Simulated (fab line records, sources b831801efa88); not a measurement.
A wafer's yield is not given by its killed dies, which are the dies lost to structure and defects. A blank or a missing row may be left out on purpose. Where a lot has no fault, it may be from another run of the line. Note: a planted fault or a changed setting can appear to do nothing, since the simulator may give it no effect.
A struck lot beside a sound one    flow sky130    15 steps out of a route of 708
Sound: these wafers, L463.1, L463.3, L463.4. Struck: wafer L476.5 (L476.3, L476.6, from the same lot, were not struck and are left out); the cause is given at the end.
Per side, at each step with rows, come the tool, then ch with its chambers, and then its first start. Under that, the readings that differ: sound wafers    struck wafers    difference of the means    sigmas: that difference in standard deviations of wafers without a fault.
alike: words and numbers the same on both sides, and readings whose means are apart by under 2 such deviations; not compared: readings that were withheld, readings missing a value for some wafer, numbers with overlapping values and no deviation given by the record, and bounds like >300 which may hide the same value.
A row with sigmas, a row that says differs or no value, or rows on one side alone: a step with any of these is where the two part. When numbers do not overlap yet have no deviation, they are printed without sigmas and do not part them. Lack of a reading on every wafer of one side parts them only where that side has two or more wafers.

first, 3 steps without rows for these wafers: SKY_METAL1_EXPOSE_12 (exposes mask MM1, target cd 140 nm); SKY_METAL1_PEB_13; SKY_METAL1_DEVELOP_14 (develop time 60 s).
SKY_METAL1_CD_MEAS_15 targets a cd of 140 nm.
  sound on cdSem-02, day 34 11:34; struck on cdSem-01, day 38 09:12
  alike: cdNm
SKY_METAL1_OVL_MEAS_16:
  sound on overlay-01, day 34 11:41; struck on overlay-01, day 38 09:17
  alike: METAL1_OVL
SKY_METAL1_DESCUM_17: chemistry O2, time 8 s.
  sound on rieMetal-03 ch 0,1, day 34 11:43; struck on rieMetal-02 ch 1, day 38 09:20
reading              sound              struck  difference  sigmas
oesProductAu (a.u.)  1.017 1.002 0.993  0.980   -0.024      -2
  alike: drypumpMotorCurrentA, rfFwdPowerW
  not compared: rfHoursCounterH
SKY_METAL1_ETCH_18: etches BARC in N2/H2, stops on SiO2, time 45.9 s, target depth 60 nm.
  sound on rieMetal-03 ch 0,1, day 34 11:45; struck on rieMetal-02 ch 1, day 38 09:22
  alike: drypumpMotorCurrentA, oesProductAu, rfFwdPowerW, throttleValvePct
  not compared: rfHoursCounterH
SKY_METAL1_METAL_ETCH_19: etches the open film in Cl2/BCl3, stops on SiO2, target depth 360 nm, time 78 s.
  sound on rieMetal-03 ch 0,1, day 34 11:49; struck on rieMetal-02 ch 1, day 38 09:26
  alike: drypumpMotorCurrentA, mfcCl2Sccm, oesProductAu, rfFwdPowerW, throttleValvePct
  not compared: rfHoursCounterH
SKY_METAL1_STRIP_20: strips in O2/N2.
  sound on plasmaAsher-02 ch 0,1, day 34 11:54; struck on plasmaAsher-02 ch 1, day 38 09:32
  alike: drypumpMotorCurrentA, oesProductAu, stripTimeToEndpointS
  not compared: rfHoursCounterH
then, 3 steps without rows for these wafers: SKY_METAL1_STRIP_21 (strips in post etch residue remover, time 1200 s); SKY_METAL1_CLEAN_22 (cleans in IPA, time 180 s); SKY_METAL1_CLEAN_23 (cleans in O3/DIW).
SKY_VIA1_HDPCVD_00: deposits SiO2, target thk 1030 nm, time 171.7 s.
  sound on hdpcvd-02 ch 0,1, day 34 12:29; struck on hdpcvd-02 ch 0, day 38 10:05
reading                                  sound              struck  difference  sigmas
sih4FlowSccm (sccm)                      59.94 59.78 60.32  90.05   +30.04      +99 or more
model.SiO2_of_VIA1_HDPCVD_00.thkNm (nm)  1036 1029 1032     1544    +512        
SKY_VIA1_THK_MEAS_01:
  sound on filmMetro-02, day 34 12:37; struck on filmMetro-03, day 38 10:14
reading               sound           struck  difference  sigmas
VIA1_HDPCVD_THK (nm)  1036 1029 1031  1543    +511        +46
SKY_VIA1_CMP_02: polishes SiO2.
  sound on cmp-01 ch 0,1,2, day 34 12:40; struck on cmp-02 ch 3, day 38 10:25
  alike: motorCurrentA

WHERE THEY PART
First at SKY_METAL1_DESCUM_17; last, within this record, at SKY_VIA1_THK_MEAS_01. Later steps at which nothing parts them and some readings are alike: SKY_VIA1_CMP_02.

WHY: what had been put in by the simulator
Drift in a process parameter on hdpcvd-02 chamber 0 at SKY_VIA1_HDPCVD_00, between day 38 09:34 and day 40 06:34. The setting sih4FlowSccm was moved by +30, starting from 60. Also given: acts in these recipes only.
